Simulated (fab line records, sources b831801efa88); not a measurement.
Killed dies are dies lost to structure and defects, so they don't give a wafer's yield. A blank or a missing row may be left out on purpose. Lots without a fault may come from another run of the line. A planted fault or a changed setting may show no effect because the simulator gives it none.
Which tool did it? | flow gf180mcu | 6 lots, 18 wafers sampled, at 2 steps of a route of 602

WHAT THE GAUGES READ, wafer by wafer
GF_VT_IMPLANT_RS_MEAS_47: measures by four-point-probe.
lot  | measured     | on            | NWELL_RS (ohm/sq)
L737 | day 7 21:53  | film_metro-01 | 486.1 486.0 486.3
L739 | day 8 06:35  | film_metro-04 | 486.9 487.5 486.8
L747 | day 10 15:25 | film_metro-02 | 488.3 487.5 490.0
L750 | day 11 18:47 | film_metro-02 | 487.2 486.3 485.9
L753 | day 12 12:48 | film_metro-04 | 488.2 486.9 486.5
L756 | day 13 12:10 | film_metro-04 | 486.7 486.8 486.5

WHICH TOOL RAN EACH LOT (tool, then ch and the chambers of the sampled wafers, then the start)
lot  | GF_VT_IMPLANT_STRIP_42
L737 | plasma_asher-01 ch 0,1, day 7 21:20
L739 | plasma_asher-01 ch 0, day 8 06:08
L747 | plasma_asher-01 ch 0, day 10 14:59
L750 | plasma_asher-01 ch 0,1, day 11 18:20
L753 | plasma_asher-01 ch 0,1, day 12 12:20
L756 | plasma_asher-01 ch 0,1, day 13 11:44
- GF_VT_IMPLANT_STRIP_42: strips in O2/N2.

THE ANSWER, worked out from the rows above alone
Rule: what is usual is taken from the lots themselves. Put in order of their means at a reading, lots are off if they are a third of the lots or fewer, leave a main group of 4 or more, and stand apart from it by a gap of 3 or more times the standard deviation of the main group's means; of several such gaps the widest counts. A main group whose means are all the same, to the digits that the tables above print for the reading, isn't used. A lot without any number at a reading at which 4 lots or more have one is off too. The other lots that the step has rows for count as sound.
Off: L747, at GF_VT_IMPLANT_RS_MEAS_47 (NWELL_RS). The main group: mean 486.7 ohm/sq, standard deviation 0.39.
A tool fits if, at a process step before that reading, it ran every lot that is off, and no sound lot after the first of them. The gauges at GF_VT_IMPLANT_RS_MEAS_47 are tried like those tools. None of those tried fits.

WHAT THE SIMULATOR HAD PUT IN
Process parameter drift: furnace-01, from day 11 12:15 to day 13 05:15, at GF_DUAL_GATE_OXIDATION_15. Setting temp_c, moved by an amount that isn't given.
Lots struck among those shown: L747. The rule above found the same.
